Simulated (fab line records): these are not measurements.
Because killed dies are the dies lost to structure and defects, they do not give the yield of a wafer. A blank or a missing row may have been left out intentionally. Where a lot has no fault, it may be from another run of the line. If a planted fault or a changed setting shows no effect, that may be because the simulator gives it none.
The tool behind it: which one? -- flow gf180mcu -- 18 wafers from 6 lots sampled at 4 of the route's 602 steps

## WHAT THE GAUGES SHOWED, per wafer
GF_V1_THK_MEAS_01.
lot,measured,on,V1_CVD_00_THK (nm)
L176,day 18 09:59,film_metro-02,611 604 606
L179,day 19 21:10,film_metro-04,1192 1186 1207
L185,day 21 15:35,film_metro-02,1197 1205 1196
L188,day 22 15:16,film_metro-02,594 594 600
L191,day 23 19:28,film_metro-04,611 606 591
L196,day 25 03:07,film_metro-01,608 607 612

## WHAT TOOL EACH LOT RAN ON (gives the tool, then ch and the chambers of the sampled wafers, and finally the start)
lot,GF_CONTACT_ETCH_17,GF_CONTACT_SPUTTER_22,GF_V1_CVD_00
L176,"rie_diel-03 ch 0,1, day 17 09:29 or earlier","pvd_sputter-01, day 17 09:29","hdpcvd-01 ch 1, day 18 09:52"
L179,"rie_diel-03 ch 1,3, day 18 18:34 or earlier","pvd_sputter-02, day 18 18:34","hdpcvd-02 ch 0,2, day 19 20:50"
L185,"rie_diel-03 ch 0,1,2, day 20 13:24 or earlier","pvd_sputter-02, day 20 13:24","hdpcvd-02 ch 0,2, day 21 15:13"
L188,"rie_diel-01 ch 0,2,3, day 21 13:56 or earlier","pvd_sputter-01, day 21 13:56","hdpcvd-01 ch 0,1, day 22 15:10"
L191,"rie_diel-02 ch 1,2,3, day 22 18:40 or earlier","pvd_sputter-01, day 22 18:40","hdpcvd-02 ch 0,1,2, day 23 19:24"
L196,"rie_diel-01 ch 0,1,2, day 24 02:50 or earlier","pvd_sputter-04, day 24 02:50","hdpcvd-01 ch 0,2, day 25 03:01"
- GF_CONTACT_ETCH_17: etches SiO2 in C4F8/O2/Ar, stops on CoSi2, target depth 860 nm.
- GF_CONTACT_SPUTTER_22: material Ti, target thk 15 nm, time 80.02 s.
- GF_V1_CVD_00: deposits SiO2, target thk 600 nm, time 100 s.

## THE ANSWER, worked out from the rows above alone
Rule: the lots themselves supply what counts as usual. Put in order of their means at a reading, lots are off if they are a third of the lots or fewer, leave a main group of 4 or more, and stand apart from it by a gap of 3 or more times the standard deviation of the main group's means; of several such gaps the widest counts. If all means in a main group match to the digits the tables above print for the reading, that group is not used. Also off: a lot with no number at a reading for which 4 or more lots have one. All remaining lots with rows at the step are treated as sound.
Off: at GF_V1_THK_MEAS_01 (V1_CVD_00_THK), L179, L185. The main group has a mean of 604 nm with a standard deviation of 5.
If a tool, at a process step before that reading, ran all the lots that are off and no sound lot after the first of them, it fits. Gauges at GF_V1_THK_MEAS_01: tried the same way as those tools. GF_CONTACT_ETCH_17 gives no start for some lots, so the hours and the order of its lots are those of GF_CONTACT_SPUTTER_22. Can't be told from this: 2 tools fit, rie_diel-03 at GF_CONTACT_ETCH_17, pvd_sputter-02 at GF_CONTACT_SPUTTER_22.

## WHAT THE SIMULATOR HAD PUT IN
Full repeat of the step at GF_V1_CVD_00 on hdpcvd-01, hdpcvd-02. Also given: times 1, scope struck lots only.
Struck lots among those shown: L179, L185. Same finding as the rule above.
